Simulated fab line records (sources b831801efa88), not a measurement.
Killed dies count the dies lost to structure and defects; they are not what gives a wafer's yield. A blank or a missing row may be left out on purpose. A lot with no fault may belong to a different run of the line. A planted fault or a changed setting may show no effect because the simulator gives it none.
A single fault, viewed from 2 desks -- flow sky130 -- each desk holds nothing but its own numbers, with what lay behind them at the end

FOR THE TOOL OWNER'S DESK: cmp-02
The tool's own readings at SKY_FIELD_ISO_CMP_27 (polishes, stops on Si3N4, t overpolish 16 s, target thk 457.8 nm): means of the sampled wafers that have a number, for each lot that ran on this tool. The brackets show how far a lot's mean lies from the usual mean; more than 4 standard deviations puts the lot out of limits, marked OUT.
Columns: A = head_pressure_psi at SKY_FIELD_ISO_CMP_27, usual 3.999 psi; B = motor_current_A at SKY_FIELD_ISO_CMP_27, usual 12.3 A; C = overpolish_run_s at SKY_FIELD_ISO_CMP_27, usual 16.001 s; D = time_to_endpoint_s at SKY_FIELD_ISO_CMP_27, usual 112 s
lot,first seen here,A,B,C,D
L651,day 2 09:56,4.005,12.8,16.003,114
L655,day 3 12:56,3.996,12.7,15.994,110
L656,day 3 13:14,3.999,12.5,16.004,115
L657,day 4 03:04,3.995,13.1,16.006,108
L658,day 4 03:25,3.996,12.9,15.994,112
L660,day 4 16:27,4.003,12.4,15.998,109
L661,day 4 22:54,4.008,12.7,15.997,112
L674,day 7 08:41,3.995,13.4,16.001,95 (-4.4) OUT
This desk's finding: out of limits on L674; first on L674, day 7 08:41 (time_to_endpoint_s at SKY_FIELD_ISO_CMP_27). Within limits: L651, L655, L656, L657, L658, L660, L661.

AT THE METROLOGY DESK
Means of the sampled wafers that have a number, per lot and without regard to the tool the lot ran on: this is what the gauges read. The brackets show how far a lot's mean lies from the usual mean; more than 4 standard deviations puts the lot out of limits, marked OUT.
Columns: A = FIELD_ISO_OXIDATION_00_THK at SKY_FIELD_ISO_THK_MEAS_02, usual 11.97 nm; B = FIELD_ISO_CVD_24_THK at SKY_FIELD_ISO_THK_MEAS_25, usual 596 nm
lot,first seen here,A,B
L651,day 1 12:29,11.65,593
L652,day 1 19:59,11.88,604
L653,day 1 23:07,12.01,598
L654,day 2 04:23,11.66,590
L655,day 2 08:26,11.91,598
L656,day 2 12:38,12.17,604
L657,day 2 18:21,12.40,589
L658,day 2 23:41,12.12,597
L659,day 3 04:29,11.93,595
L660,day 3 08:45,11.57,601
L661,day 3 17:08,12.12,601
L664,day 4 09:11,12.13,593
L674,day 6 07:23,12.34,600
This desk's verdict: no lot among the 13 shows anything out of limits.

TAKEN TOGETHER
The tool owner's desk had the chance to raise an alarm at day 7 08:41 on L674.
From the metrology desk's view, nothing was out of limits.
The metrology desk holds a record of L674, inside its limits.
All the named lots went through SKY_FIELD_ISO_CMP_27 on cmp-02.

WHAT WAS PUT IN BY THE SIMULATOR
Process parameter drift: cmp-02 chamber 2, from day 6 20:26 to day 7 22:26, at SKY_FIELD_ISO_CMP_27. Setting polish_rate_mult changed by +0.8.
Shown lots that were struck: L674.
Each desk's first reading out of limits, in hours after the fault started: the tool owner's desk, 12.
